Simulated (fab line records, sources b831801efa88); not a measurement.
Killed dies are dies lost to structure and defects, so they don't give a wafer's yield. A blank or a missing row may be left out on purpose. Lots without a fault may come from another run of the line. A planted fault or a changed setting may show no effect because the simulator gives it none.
Chamber matching | flow gf180mcu | GF_V4_ETCH_16 on rie_diel-04: 4 sister chambers
The step etches BARC in N2/H2. 16 wafers are shown with their chamber, then 8 later ones without.

WAFERS WITH THEIR CHAMBER
wafer  | chamber | drypump_motor_current_A (A) | rf_fwd_power_W (W) | oes_product_au (a.u.)
L076.3 | 0       | 5.3                         | 494.7              | 0.854
L076.4 | 3       | 5.2                         | 497.5              | 0.852
L076.6 | 2       | 5.6                         | 494.2              | 0.866
L077.2 | 1       | 5.7                         | 496.5              | 0.850
L077.5 | 0       | 5.3                         | 494.8              | 0.858
L077.6 | 3       | 5.2                         | 495.5              | 0.853
L082.1 | 3       | 5.2                         | 497.2              | 0.855
L082.4 | 1       | 5.7                         | 500.4              | 0.853
L082.6 | 0       | 5.3                         | 496.8              | 0.845
L085.2 | 0       | 5.4                         | 494.0              | 0.853
L085.3 | 3       | 5.2                         | 496.2              | 0.849
L085.6 | 2       | 5.6                         | 496.2              | 0.853
L086.2 | 2       | 5.6                         | 495.2              | 0.860
L086.4 | 1       | 5.8                         | 497.9              | 0.863
L086.5 | 2       | 5.6                         | 498.1              | 0.858
L087.1 | 1       | 5.8                         | 498.6              | 0.862

SIGNATURES (means of the wafers above)
reading                 | chamber 0 | chamber 1 | chamber 2 | chamber 3 | scatter within a chamber
drypump_motor_current_A | 5.325     | 5.750     | 5.600     | 5.200     | 0.0382
rf_fwd_power_W          | 495.075   | 498.350   | 495.925   | 496.600   | 1.39
oes_product_au          | 0.85250   | 0.85700   | 0.85925   | 0.85225   | 0.00517
Rule: a wafer's distance from a chamber is the root of the sum, over the readings, of the square of ((its reading less the chamber's mean) divided by the reading's scatter). The wafer belongs to the nearest chamber; if the next one is less than 2 further off, it can't be placed. The scatter: the root of (the sum of the squares of (reading less its chamber's mean) over the shown wafers, divided by (wafers less chambers)).

WAFERS WITHOUT THEIR CHAMBER
wafer  | drypump_motor_current_A (A) | rf_fwd_power_W (W) | oes_product_au (a.u.)
L087.3 | 5.3                         | 494.1              | 0.855
L087.4 | 5.6                         | 496.3              | 0.851
L092.2 | 5.6                         | 494.8              | 0.860
L092.5 | 5.6                         | 494.0              | 0.852
L092.6 | 5.8                         | 495.5              | 0.857
L097.2 | 5.2                         | 496.9              | 0.856
L097.3 | 5.6                         | 497.4              | 0.858
L097.6 | 5.3                         | 495.3              | 0.860

WHICH CHAMBER EACH WENT THROUGH
wafer  | from the rows above     | in truth
L087.3 | 0                       | 0
L087.4 | 2                       | 2
L092.2 | 2                       | 2
L092.5 | 2                       | 2
L092.6 | 1                       | 1
L097.2 | 3                       | 3
L097.3 | 2                       | 2
L097.6 | can't be placed: 0 or 3 | 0
Placed correctly: 7 of 8. Can't be placed from these rows: 1 (the true chamber is among the candidates in 1). Placed wrongly: 0.
